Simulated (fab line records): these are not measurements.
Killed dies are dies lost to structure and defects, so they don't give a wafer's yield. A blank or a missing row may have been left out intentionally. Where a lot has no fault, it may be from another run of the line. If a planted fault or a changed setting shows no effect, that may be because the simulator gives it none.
Code-filled problem report in 8D (eight disciplines) form | flow sky130 | the parts of the form that need people (team, actions taken, sign-off) are left out

## 1. THE ISSUE
VIA2_HDPCVD_THK at SKY_VIA2_THK_MEAS_01 reads a mean of 832 nm on 1 wafer of 1 lot; wafers without a fault read 1186 nm with a standard deviation of 12. That is -30 standard deviations from the usual mean.
First observed at day 38 14:02: wafer L227.5, on film metro-02. Wafers with a number at this step in the record: 39, from 13 lots. Rule for "out" (also "out of limits"): further than 4 standard deviations from the usual mean. All remaining wafers that have a number are taken as sound.

## 2. WHAT THIS IS AND IS NOT
question                    | is                | is not
which readings at this step | VIA2_HDPCVD_THK   | -
which lots                  | L227              | L217, L218, L220, L221, L222, L223, L233, L236, L237, L238, L239, L240
which wafers of those lots  | L227.5            | L227.1, L227.6
read on which gauges        | film metro-02     | film metro-01, film metro-04
when                        | from day 38 14:02 | up to then (20 sound wafers); but 18 sound wafers of L233, L236, L237, L238, L239, L240 came after

## 3. THE SUSPECTS, EACH WITH WHAT RULES IT OUT
Counting: any tool at a process step up to the reading remains a suspect provided it ran every lot that is out. Sound lots after the first of them don't rule it out here, since some wafers of a struck lot are sound.
- the gauge at SKY_VIA2_THK_MEAS_01: kept. All the wafers that are out were read on film metro-02, and no step on other tools shows them out.
- hdpcvd-02 at SKY_VIA2_HDPCVD_00 (deposits SiO2, target thk 1180 nm, time 196.7 s): kept. It processed L227, the lot that is out, at day 38 13:55, and its most recent sound lot before then was L222 at day 37 07:43.
What counting leaves: hdpcvd-02 at SKY_VIA2_HDPCVD_00 and film metro-02 at SKY_VIA2_THK_MEAS_01.

## 4. THE CAUSE (what the simulator had put in)
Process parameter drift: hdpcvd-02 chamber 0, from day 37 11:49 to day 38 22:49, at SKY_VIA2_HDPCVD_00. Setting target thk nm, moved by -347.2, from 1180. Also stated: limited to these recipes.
2 suspects survive the count, and this tool is in that group.

## 5. SEQUENCE OF EFFECTS, ordered by route
Each row: a reading where the mean over the struck wafers with a number is more than 3 standard deviations away from the usual. Only readings for which the record gives a usual standard deviation are gone through. hours: the time from each lot's start at the first step in this table that gives one to its start at this step, as a median over the lots. sigmas: the change in usual standard deviations.
hours | step                 | reading         | usual   | on struck wafers | change | sigmas
0     | SKY_VIA2_THK_MEAS_01 | VIA2_HDPCVD_THK | 1186 nm | 832              | -354   | -30

## 6. HOW IT WOULD HAVE BEEN CAUGHT EARLIER
Counted from the fault's start at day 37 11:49, it took 26 hours until the first out-of-limits reading at a measuring or inspecting step in this record, taken at day 38 14:02.
Lots out: 1; all had begun SKY_VIA2_HDPCVD_00 on hdpcvd-02 by day 38 14:02. None of them would have been spared by holding the tool at that moment.
